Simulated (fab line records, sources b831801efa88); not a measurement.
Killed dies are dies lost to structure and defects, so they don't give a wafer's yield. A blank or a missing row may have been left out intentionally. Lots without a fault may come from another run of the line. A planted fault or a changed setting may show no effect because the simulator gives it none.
What tool caused it? | flow sky130 | 39 wafers from 13 lots sampled at 6 of the route's 708 steps

== WHAT EACH GAUGE READ, for each wafer ==
SKY_VT_ADJUST_NCORE_TW_MEAS_11. Usual: VT_ADJUST_NCORE_TW typically reads 217.7, with standard deviation 2.
lot  | measured     | on            | VT_ADJUST_NCORE_TW | flag
L603 | day 9 06:22  | film metro-03 | 218.8 218.1 219.5  |
L604 | day 9 12:10  | film metro-03 | 217.9 217.9 218.7  |
L606 | day 9 23:49  | film metro-03 | 219.3 219.0 219.0  |
L607 | day 10 00:11 | film metro-03 | 219.7 219.2 219.1  |
L608 | day 10 13:14 | film metro-02 | 216.3 216.3 217.0  |
L609 | day 10 13:31 | film metro-03 | 218.9 218.9 218.8  |
L610 | day 10 14:49 | film metro-04 | 219.8 220.6 220.4  |
L611 | day 11 01:01 | film metro-02 | 215.3 215.6 216.1  |
L617 | day 12 18:50 | film metro-02 | 29.6 29.3 29.5     | OFF
L619 | day 13 06:29 | film metro-04 | 219.3 219.2 218.6  |
L623 | day 14 10:34 | film metro-03 | 219.5 219.8 218.6  |
L625 | day 15 10:54 | film metro-02 | 216.2 215.3 216.3  |
L626 | day 15 16:45 | film metro-03 | 219.7 220.4 220.8  |

== EACH LOT AND THE TOOL THAT RAN IT (in order: tool; ch and the chambers of the sampled wafers; start) ==
lot  | SKY_PWDE_STRIP_09                   | SKY_NWELL_STRIP_14                   | SKY_NWELL_STRIP_25                   | SKY_VT_ADJUST_LVTN_STRIP_20          | SKY_VT_ADJUST_NCORE_STRIP_10
L603 | plasma asher-03 ch 0,1, day 4 10:15 | plasma asher-01 ch 0,1, day 5 03:26  | plasma asher-04 ch 0,1, day 5 21:36  | plasma asher-04 ch 0,1, day 8 08:35  | plasma asher-03 ch 0,1, day 9 06:16
L604 | plasma asher-02 ch 0,1, day 4 13:59 | plasma asher-03 ch 0,1, day 5 08:13  | plasma asher-04 ch 0,1, day 6 02:25  | plasma asher-02 ch 0,1, day 8 14:43  | plasma asher-03 ch 0,1, day 9 12:05
L606 | plasma asher-02 ch 0,1, day 4 22:28 | plasma asher-03 ch 0,1, day 5 16:53  | plasma asher-01 ch 0,1, day 6 11:23  | plasma asher-04 ch 0,1, day 9 01:32  | plasma asher-02 ch 0,1, day 9 23:42
L607 | plasma asher-03 ch 0,1, day 4 22:49 | plasma asher-03 ch 0,1, day 5 17:14  | plasma asher-01 ch 0,1, day 6 12:29  | plasma asher-04 ch 0,1, day 9 02:23  | plasma asher-02 ch 0,1, day 10 00:04
L608 | plasma asher-03 ch 0,1, day 5 08:58 | plasma asher-01 ch 0,1, day 6 04:13  | plasma asher-03 ch 0,1, day 6 23:55  | plasma asher-04 ch 0,1, day 9 14:24  | plasma asher-02 ch 0,1, day 10 13:10
L609 | plasma asher-02 ch 0,1, day 5 11:18 | plasma asher-01 ch 0,1, day 6 06:20  | plasma asher-01 ch 1, day 7 01:29    | plasma asher-01 ch 0,1, day 9 14:44  | plasma asher-04 ch 0,1, day 10 13:25
L610 | plasma asher-02 ch 0,1, day 5 12:26 | plasma asher-03 ch 0,1, day 6 07:11  | plasma asher-01 ch 0,1, day 7 02:47  | plasma asher-04 ch 0,1, day 9 16:29  | plasma asher-04 ch 0,1, day 10 14:43
L611 | plasma asher-03 ch 0,1, day 5 17:38 | plasma asher-04 ch 0,1, day 6 13:26  | plasma asher-04 ch 0,1, day 7 10:12  | plasma asher-04 ch 0,1, day 10 01:43 | plasma asher-03 ch 0,1, day 11 00:54
L617 | plasma asher-02 ch 0,1, day 7 06:09 | plasma asher-03 ch 0, day 8 01:17    | plasma asher-03 ch 0,1, day 8 21:59  | plasma asher-02 ch 0,1, day 11 18:56 | plasma asher-03 ch 0,1, day 12 18:44
L619 | plasma asher-02 ch 0,1, day 7 13:09 | plasma asher-03 ch 0,1, day 8 09:57  | plasma asher-01 ch 0,1, day 9 07:20  | plasma asher-01 ch 0,1, day 12 05:08 | plasma asher-03 ch 0,1, day 13 06:22
L623 | plasma asher-02 ch 0,1, day 8 11:33 | plasma asher-04 ch 0,1, day 9 09:36  | plasma asher-04 ch 0,1, day 10 07:09 | plasma asher-04 ch 0,1, day 13 08:05 | plasma asher-04 ch 0,1, day 14 10:27
L625 | plasma asher-04 ch 0,1, day 9 06:06 | plasma asher-04 ch 0,1, day 10 04:16 | plasma asher-03 ch 0,1, day 11 03:19 | plasma asher-01 ch 0,1, day 14 07:37 | plasma asher-03 ch 0,1, day 15 10:48
L626 | plasma asher-03 ch 0,1, day 9 10:51 | plasma asher-01 ch 0,1, day 10 10:00 | plasma asher-03 ch 0,1, day 11 08:39 | plasma asher-01 ch 0,1, day 14 13:07 | plasma asher-02 ch 0,1, day 15 16:39
- SKY_PWDE_STRIP_09: strips in O2/N2.
- SKY_NWELL_STRIP_14: strips in O2/N2.
- SKY_NWELL_STRIP_25: strips in O2/N2.
- SKY_VT_ADJUST_LVTN_STRIP_20: strips in O2/N2.
- SKY_VT_ADJUST_NCORE_STRIP_10: strips in O2/N2.

== AS READ BY THE TOOLS THEMSELVES (means over the sampled wafers that have a number; for cases with no such wafer, the mark the record gives instead) ==
SKY_PWDE_STRIP_09. Usual: drypump motor current A 5.7 A, standard deviation 0.42; oes product au 0.723 a.u., standard deviation 0.0047; strip time to endpoint s 36.91 s, standard deviation 0.11.
lot  | tool            | drypump motor current A (A) | oes product au (a.u.) | strip time to endpoint s (s) | flag
L603 | plasma asher-03 | 5.8                         | 0.721                 | 36.79                        |
L604 | plasma asher-02 | 5.6                         | 0.722                 | 36.84                        |
L606 | plasma asher-02 | 5.6                         | 0.720                 | 36.88                        |
L607 | plasma asher-03 | 5.9                         | 0.726                 | 36.97                        |
L608 | plasma asher-03 | 5.9                         | 0.725                 | 36.92                        |
L609 | plasma asher-02 | 5.6                         | 0.724                 | 36.84                        |
L610 | plasma asher-02 | 5.6                         | 0.722                 | 36.96                        |
L611 | plasma asher-03 | 5.8                         | 0.723                 | 37.03                        |
L617 | plasma asher-02 | 5.6                         | 0.720                 | 36.83                        |
L619 | plasma asher-02 | 5.6                         | 0.721                 | 36.80                        |
L623 | plasma asher-02 | 6.0                         | 0.724                 | 36.98                        |
L625 | plasma asher-04 | 5.5                         | 0.721                 | 36.95                        |
L626 | plasma asher-03 | 5.9                         | 0.721                 | 37.08                        |

SKY_NWELL_STRIP_14. Usual: drypump motor current A 5.71 A, standard deviation 0.19; oes product au 0.723 a.u., standard deviation 0.0049; strip time to endpoint s 36.94 s, standard deviation 0.13.
lot  | tool            | drypump motor current A (A) | oes product au (a.u.) | strip time to endpoint s (s) | flag
L603 | plasma asher-01 | 5.75                        | 0.723                 | 36.85                        |
L604 | plasma asher-03 | 5.86                        | 0.721                 | 36.81                        |
L606 | plasma asher-03 | 5.86                        | 0.722                 | 36.89                        |
L607 | plasma asher-03 | 5.78                        | 0.724                 | 36.81                        |
L608 | plasma asher-01 | 5.75                        | 0.722                 | 36.91                        |
L609 | plasma asher-01 | 5.74                        | 0.721                 | 37.00                        |
L610 | plasma asher-03 | 5.78                        | 0.721                 | 36.86                        |
L611 | plasma asher-04 | 5.42                        | 0.727                 | 36.78                        |
L617 | plasma asher-03 | 5.97                        | 0.727                 | 36.95                        |
L619 | plasma asher-03 | 5.86                        | 0.723                 | 36.89                        |
L623 | plasma asher-04 | 5.40                        | 0.723                 | 36.85                        |
L625 | plasma asher-04 | 5.42                        | 0.725                 | 36.84                        |
L626 | plasma asher-01 | 5.73                        | 0.728                 | 37.12                        |

SKY_NWELL_STRIP_25. Usual: drypump motor current A 5.67 A, standard deviation 0.19; oes product au 0.722 a.u., standard deviation 0.0049; strip time to endpoint s 36.95 s, standard deviation 0.11.
lot  | tool            | drypump motor current A (A) | oes product au (a.u.) | strip time to endpoint s (s) | flag
L603 | plasma asher-04 | 5.55                        | 0.720                 | 37.13                        |
L604 | plasma asher-04 | 5.54                        | 0.718                 | 37.05                        |
L606 | plasma asher-01 | 5.73                        | 0.726                 | 36.84                        |
L607 | plasma asher-01 | 5.75                        | 0.724                 | 36.89                        |
L608 | plasma asher-03 | 5.87                        | 0.722                 | 36.95                        |
L609 | plasma asher-01 | 5.73                        | 0.718                 | 36.76                        |
L610 | plasma asher-01 | 5.77                        | 0.723                 | 37.15                        |
L611 | plasma asher-04 | 5.54                        | 0.721                 | 36.93                        |
L617 | plasma asher-03 | 5.88                        | 0.723                 | 36.89                        |
L619 | plasma asher-01 | 5.73                        | 0.725                 | 36.93                        |
L623 | plasma asher-04 | 5.53                        | 0.716                 | 37.02                        |
L625 | plasma asher-03 | 5.79                        | 0.722                 | 36.90                        |
L626 | plasma asher-03 | 5.78                        | 0.725                 | 36.91                        |

SKY_VT_ADJUST_LVTN_STRIP_20. Usual: drypump motor current A 5.7 A, standard deviation 0.33; oes product au 0.715 a.u., standard deviation 0.0045; strip time to endpoint s 14.18 s, standard deviation 0.046.
lot  | tool            | drypump motor current A (A) | oes product au (a.u.) | strip time to endpoint s (s) | flag
L603 | plasma asher-04 | 5.5                         | 0.711                 | 14.24                        |
L604 | plasma asher-02 | 6.0                         | 0.715                 | 14.19                        |
L606 | plasma asher-04 | 5.5                         | 0.717                 | 14.26                        |
L607 | plasma asher-04 | 5.5                         | 0.724                 | 14.18                        |
L608 | plasma asher-04 | 5.6                         | 0.713                 | 14.14                        |
L609 | plasma asher-01 | 5.8                         | 0.715                 | 14.13                        |
L610 | plasma asher-04 | 5.5                         | 0.714                 | 14.11                        |
L611 | plasma asher-04 | 5.4                         | 0.716                 | 14.20                        |
L617 | plasma asher-02 | 6.0                         | 0.929                 | -                            | OFF
L619 | plasma asher-01 | 5.7                         | 0.718                 | 14.17                        |
L623 | plasma asher-04 | 5.5                         | 0.714                 | 14.24                        |
L625 | plasma asher-01 | 5.7                         | 0.715                 | 14.24                        |
L626 | plasma asher-01 | 5.7                         | 0.716                 | 14.16                        |

SKY_VT_ADJUST_NCORE_STRIP_10. Usual: drypump motor current A 5.7 A, standard deviation 0.35; oes product au 0.715 a.u., standard deviation 0.0044; strip time to endpoint s 14.18 s, standard deviation 0.036.
lot  | tool            | drypump motor current A (A) | oes product au (a.u.) | strip time to endpoint s (s) | flag
L603 | plasma asher-03 | 5.8                         | 0.714                 | 14.17                        |
L604 | plasma asher-03 | 5.8                         | 0.719                 | 14.22                        |
L606 | plasma asher-02 | 6.0                         | 0.714                 | 14.16                        |
L607 | plasma asher-02 | 6.0                         | 0.716                 | 14.21                        |
L608 | plasma asher-02 | 5.6                         | 0.719                 | 14.14                        |
L609 | plasma asher-04 | 5.4                         | 0.711                 | 14.16                        |
L610 | plasma asher-04 | 5.4                         | 0.716                 | 14.18                        |
L611 | plasma asher-03 | 5.9                         | 0.712                 | 14.14                        |
L617 | plasma asher-03 | 5.9                         | 0.712                 | 21.08                        | OFF
L619 | plasma asher-03 | 5.9                         | 0.716                 | 14.19                        |
L623 | plasma asher-04 | 5.6                         | 0.716                 | 14.16                        |
L625 | plasma asher-03 | 5.9                         | 0.712                 | 14.20                        |
L626 | plasma asher-02 | 5.6                         | 0.713                 | 14.19                        |

== THE ANSWER, worked out from the rows above alone ==
Rule: a lot counts as off when the mean over its wafers that have a number is more than 3 standard deviations away from the usual mean. Also off: a lot with no number at a reading for which 4 or more lots have one. Any other lot the step has rows for is counted as sound. The gauges are gone through in route order, then the tools' own readings, and for those a lot's mean is taken as printed above. At the first step where some lot is off, the reading lying furthest off is the one used; lots without a number count as furthest.
Off: at SKY_VT_ADJUST_NCORE_TW_MEAS_11 (VT_ADJUST_NCORE_TW), L617.
If a tool, at a process step before that reading, ran all the lots that are off and no sound lot after the first of them, it fits. Not tried: the gauges at SKY_VT_ADJUST_NCORE_TW_MEAS_11; whatever is off there is also off at SKY_VT_ADJUST_LVTN_STRIP_20, on other tools, and gauge error can't account for it. One candidate fits, namely plasma asher-02 at SKY_VT_ADJUST_LVTN_STRIP_20. A fault onset in the window from L604 (day 8 14:43, its last sound lot) to L617 (day 11 18:56, its first lot off) fits.
The tool's own readings at SKY_VT_ADJUST_LVTN_STRIP_20 bear it out: on the lots that are off they differ by more than 5 times the standard deviation of the sound lots' means. oes product au reads 0.929 a.u. there against 0.716 a.u. on the sound lots.
Blank at SKY_VT_ADJUST_LVTN_STRIP_20 on the lots that are off, where sound lots have numbers: strip time to endpoint s.

== WHAT WAS PUT IN BY THE SIMULATOR ==
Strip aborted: plasma asher-02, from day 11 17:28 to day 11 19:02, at SKY_VT_ADJUST_LVTN_STRIP_20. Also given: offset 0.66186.
Lots struck among those shown: L617. The rule given above showed the same thing.
